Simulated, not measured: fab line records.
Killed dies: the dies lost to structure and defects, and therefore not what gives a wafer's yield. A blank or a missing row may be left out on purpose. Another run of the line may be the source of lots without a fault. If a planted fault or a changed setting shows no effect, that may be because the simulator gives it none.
A lot that was struck, set against a sound lot + flow sky130 + 15 out of 708 route steps
Sound: these wafers, L593.2, L593.4, L593.6. Struck: wafers L599.1, L599.2, L599.4. The cause is named last.
Each step with rows lists, per side, the tool, then ch with its chambers, then its first start. Under that, the readings that differ: sound wafers + struck wafers + difference of the means + sigmas: that difference in standard deviations of wafers without a fault.
alike: readings whose means differ by less than 2 such deviations, and words and numbers that are the same on both sides. not compared: withheld readings, readings that some wafer has no value for, bounds like >300 that may hide the same value, and numbers for which the record gives no deviation and whose values overlap.
A row with sigmas, a row that says differs or no value, or rows on one side alone: a step with any of these is where the two part. Numbers that have no deviation but don't overlap get no sigmas and don't part them. A reading missing from all wafers of one side parts the sides only when that side holds two or more wafers.

first, 4 steps without rows for these wafers: SKY_LDD_N_SOFTBAKE_03 (time 60 s); SKY_LDD_N_EXPOSE_04 (exposes mask NTM, target cd 840 nm); SKY_LDD_N_PEB_05; SKY_LDD_N_DEVELOP_06 (develop time 60 s).
SKY_LDD_N_OVL_MEAS_07:
  struck on overlay-02, day 24 00:47; sound on overlay-02, day 20 14:32
  alike: LDD_N_OVL
then, 7 steps without rows for these wafers: SKY_LDD_N_IMPLANT_08; SKY_LDD_N_IMPLANT_09; SKY_LDD_N_IMPLANT_10; SKY_LDD_N_IMPLANT_11; SKY_LDD_N_IMPLANT_12; SKY_LDD_N_IMPLANT_13; SKY_LDD_N_IMPLANT_14.
SKY_LDD_N_IMPLANT_15:
  sound on implanter-02 ch 0, day 20 15:38; struck on implanter-02 ch 0, day 24 01:52
| reading            | sound                     | struck                        | difference | sigmas      |
|--------------------|---------------------------|-------------------------------|------------|-------------|
| dose ions cm2      | 4.999e+12 4.994e+12 5e+12 | 8.875e+12 8.869e+12 8.876e+12 | +3.876e+12 | +99 or more |
| faraday current uA | 28.1 28.8 29.6            | 49.0 50.5 51.7                | +21.6      | +39         |
SKY_LDD_N_STRIP_16: strips in O2/N2.
  sound on plasma asher-03 ch 0,1, day 20 15:46; struck on plasma asher-01 ch 0,1, day 24 02:01
  alike: drypump motor current A, oes product au, strip time to endpoint s
  not compared: rf hours counter h
-- a jump in the record: the struck wafers' starts before and after are 26 days apart (it breaks off in module LDD_N and resumes in module PAD_OPEN, where the first step shown is number 708 of the route) --
SKY_PAD_OPEN_PROBE_99:
  struck on prober-01, day 49 22:10; sound on prober-01, day 47 13:21
| reading                                    | sound                | struck               | difference | sigmas |
|--------------------------------------------|----------------------|----------------------|------------|--------|
| model.etest.nfet_01v8_turned.drive ua um   | 513.2 501.7 493.6    | 478.5 482.5 481.1    | -22.1      |        |
| model.etest.tip n.rs ohm sq                | 436.8 435.1 430.9    | 453.8 453 458        | +20.7      |        |
| model.etest.nfet_01v8_turned.vt sat v (V)  | 0.6428 0.6534 0.6611 | 0.7014 0.6955 0.6981 | +0.0459    |        |
| model.etest.nfet_01v8_turned.vt v (V)      | 0.6927 0.7023 0.7087 | 0.7302 0.7246 0.7254 | +0.0255    |        |
| model.etest.nfet_01v8_swapped.vt sat v (V) | 0.6462 0.6527 0.6612 | 0.6655 0.6647 0.6638 | +0.0113    |        |
  alike: killed_at_M0_to_M3, killed_at_M4_up, killed at contacts, killed at front end, killed at other, killed dies, killed open, killed short
  not compared: model.etest.nfet_01v8_turned.off log10 a um, model.etest.nfet_01v8_lvt.vt sat v, model.etest.nfet_01v8.vt sat v

WHERE THEY PART
SKY_LDD_N_IMPLANT_15 only, going by this record. Later steps at which nothing parts them and some readings are alike: SKY_LDD_N_STRIP_16, SKY_PAD_OPEN_PROBE_99.

WHY: whatever the simulator had introduced
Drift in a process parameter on implanter-02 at SKY_LDD_N_IMPLANT_15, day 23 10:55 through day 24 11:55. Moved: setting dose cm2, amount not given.
